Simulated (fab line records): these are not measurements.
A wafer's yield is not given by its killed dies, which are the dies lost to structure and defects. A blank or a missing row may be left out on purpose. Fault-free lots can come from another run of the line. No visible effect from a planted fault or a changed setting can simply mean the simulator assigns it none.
The tool behind it: which one? | flow sky130 | 15 lots with 45 wafers sampled at 2 steps, on a route of 708 steps

== WHAT THE GAUGES SHOWED, per wafer ==
SKY_LI_CONTACT_THK_MEAS_23: measures by xrf. Usual: LI_CONTACT_W_THK gives 421 nm (standard deviation 11).
lot  | measured     | on            | LI_CONTACT_W_THK (nm) | flag
L398 | day 30 11:08 | film_metro-04 | 412 395 412           |
L402 | day 30 17:38 | film_metro-01 | 410 414 429           |
L403 | day 30 18:07 | film_metro-01 | 417 423 425           |
L404 | day 31 15:53 | film_metro-04 | 401 396 405           |
L405 | day 31 15:55 | film_metro-01 | 426 430 427           |
L406 | day 31 23:25 | film_metro-01 | 426 419 420           |
L407 | day 32 03:05 | film_metro-04 | 409 412 410           |
L409 | day 32 14:32 | film_metro-04 | 410 416 411           |
L408 | day 32 16:16 | film_metro-04 | 409 410 413           |
L410 | day 33 05:58 | film_metro-04 | 430 413 417           |
L411 | day 33 06:46 | film_metro-01 | 430 441 428           |
L412 | day 33 13:10 | film_metro-01 | 425 431 430           |
L417 | day 35 10:40 | film_metro-01 | 415 415 418           |
L418 | day 35 20:01 | film_metro-03 | 424 419 428           |
L419 | day 35 23:01 | film_metro-03 | 431 420 438           |

== WHAT TOOL EACH LOT RAN ON (gives the tool, then ch and the chambers of the sampled wafers, and finally the start) ==
lot  | SKY_LI_CONTACT_CVD_21
L398 | cvd_w-01 ch 0,1, day 30 10:52
L402 | cvd_w-01 ch 0,1, day 30 17:22
L403 | cvd_w-02 ch 0,1, day 30 17:53
L404 | cvd_w-01 ch 0, day 31 15:31
L405 | cvd_w-02 ch 0,1, day 31 15:39
L406 | cvd_w-02 ch 0,1, day 31 23:10
L407 | cvd_w-02 ch 0,1, day 32 02:50
L409 | cvd_w-02 ch 0,1, day 32 14:16
L408 | cvd_w-02 ch 0,1, day 32 16:01
L410 | cvd_w-01 ch 0,1, day 33 05:44
L411 | cvd_w-02 ch 0,1, day 33 06:31
L412 | cvd_w-02 ch 0,1, day 33 12:55
L417 | cvd_w-02 ch 0,1, day 35 10:25
L418 | cvd_w-02 ch 0,1, day 35 19:46
L419 | cvd_w-01 ch 0,1, day 35 22:46
- SKY_LI_CONTACT_CVD_21: deposits W, target thk 400 nm, time 120.56 s.

== WHAT THE TOOLS THEMSELVES READ (means of the sampled wafers that have a number; where no wafer has one, the mark that the record gives instead) ==
SKY_LI_CONTACT_CVD_21. Usual: heater_power_w at 874 W, with a standard deviation of 36.
lot  | tool     | heater_power_w (W) | flag
L398 | cvd_w-01 | 875                |
L402 | cvd_w-01 | 867                |
L403 | cvd_w-02 | 861                |
L404 | cvd_w-01 | 863                |
L405 | cvd_w-02 | 846                |
L406 | cvd_w-02 | 846                |
L407 | cvd_w-02 | 881                |
L409 | cvd_w-02 | 856                |
L408 | cvd_w-02 | 851                |
L410 | cvd_w-01 | 875                |
L411 | cvd_w-02 | 859                |
L412 | cvd_w-02 | 859                |
L417 | cvd_w-02 | 869                |
L418 | cvd_w-02 | 853                |
L419 | cvd_w-01 | 890                |

== THE ANSWER, worked out from the rows above alone ==
Rule: lot off if the mean of its wafers having a number is beyond 3 standard deviations from the usual mean. A lot without any number at a reading at which 4 lots or more have one is off too. Any other lot the step has rows for is counted as sound. First the gauges in route order, then the tools' own readings, where a lot's mean is used as printed above. The first step at which some lot is off is used, and at that step the reading that is off furthest; a lot without a number counts as furthest.
No lot is off at any reading shown: from this, nothing can be told.

== WHAT HAD BEEN PUT IN BY THE SIMULATOR ==
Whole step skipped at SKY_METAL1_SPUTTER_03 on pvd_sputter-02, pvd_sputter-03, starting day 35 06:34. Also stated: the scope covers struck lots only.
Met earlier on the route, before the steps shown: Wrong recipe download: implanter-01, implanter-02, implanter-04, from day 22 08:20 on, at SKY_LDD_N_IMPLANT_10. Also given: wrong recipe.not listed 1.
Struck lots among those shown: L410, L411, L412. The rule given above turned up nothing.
